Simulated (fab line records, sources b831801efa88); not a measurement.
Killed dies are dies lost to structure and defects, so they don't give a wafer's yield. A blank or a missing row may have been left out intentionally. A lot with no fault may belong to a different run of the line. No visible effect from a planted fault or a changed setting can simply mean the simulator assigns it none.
One fault seen from 2 desks    flow gf180mcu    numbers are kept per desk, each desk with only its own; the story behind them comes last

== AT THE METROLOGY DESK ==
What the gauges read, lot by lot, whatever tool the lot ran on: means of the sampled wafers that have a number. Any lot whose mean is over 4 standard deviations away from the usual mean is out of limits and marked OUT; that distance is given in the brackets.
Columns: A = HV_LDD_3_TW at GF_HV_LDD_TW_MEAS_38, usual 1442; B = cd_nm at GF_HV_LDD_CD_MEAS_46, usual 400.5 nm; C = HV_LDD_03_OVL at GF_HV_LDD_OVL_MEAS_47, usual -1.2 nm
lot   first seen here  A     B      C
L491  day 14 15:05     1453  402.0  -1.8
L492  day 15 02:32     1461  402.4  1.2
L493  day 15 03:38     1433  405.7  -2.8
L494  day 15 11:41     1407  400.0  -3.1
L501  day 17 18:25     1465  399.6  -2.4
L504  day 18 21:34     1427  397.5  -1.7
L505  day 19 03:33     1454  399.0  0.9
This desk's verdict: no lot among the 7 shows anything out of limits.

== TOOL OWNER'S DESK, implanter-03 ==
GF_HV_LDD_IMPLANT_48, tool's own readings: per-lot mean of the sampled wafers with a number, covering each lot this tool ran. Any lot whose mean is over 4 standard deviations away from the usual mean is out of limits and marked OUT; that distance is given in the brackets.
Columns: A = dose_ions_cm2 at GF_HV_LDD_IMPLANT_48, usual 3e+13; B = faraday_current_uA at GF_HV_LDD_IMPLANT_48, usual 169
lot   first seen here  A                        B
L491  day 15 11:59     3e+13 (+99 or more) OUT  189 (+5.4) OUT
L492  day 15 23:50     3e+13 (+99 or more) OUT  192 (+6.2) OUT
L493  day 16 01:50     3e+13 (+99 or more) OUT  192 (+6.2) OUT
L501  day 18 18:43     3e+13                    167
This desk finds L491, L492, L493 out of limits, L491 being first, at day 15 11:59 (dose_ions_cm2 at GF_HV_LDD_IMPLANT_48). Within limits: L501.

== ALL TOGETHER ==
An alarm could have come from the tool owner's desk at day 15 11:59, on L491, L492, L493.
The metrology desk saw nothing out of limits.
The metrology desk has L491, L492, L493 on record, within its limits.
Of the lots named, all ran GF_HV_LDD_IMPLANT_48 on implanter-03.

== WHAT THE SIMULATOR PUT IN ==
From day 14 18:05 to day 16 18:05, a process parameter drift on implanter-03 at GF_HV_LDD_IMPLANT_48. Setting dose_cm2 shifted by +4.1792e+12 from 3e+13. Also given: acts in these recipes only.
Struck lots among those shown: L491, L492, L493.
How many hours passed from the start of the fault until each desk's first out-of-limits reading: the tool owner's desk, 18.
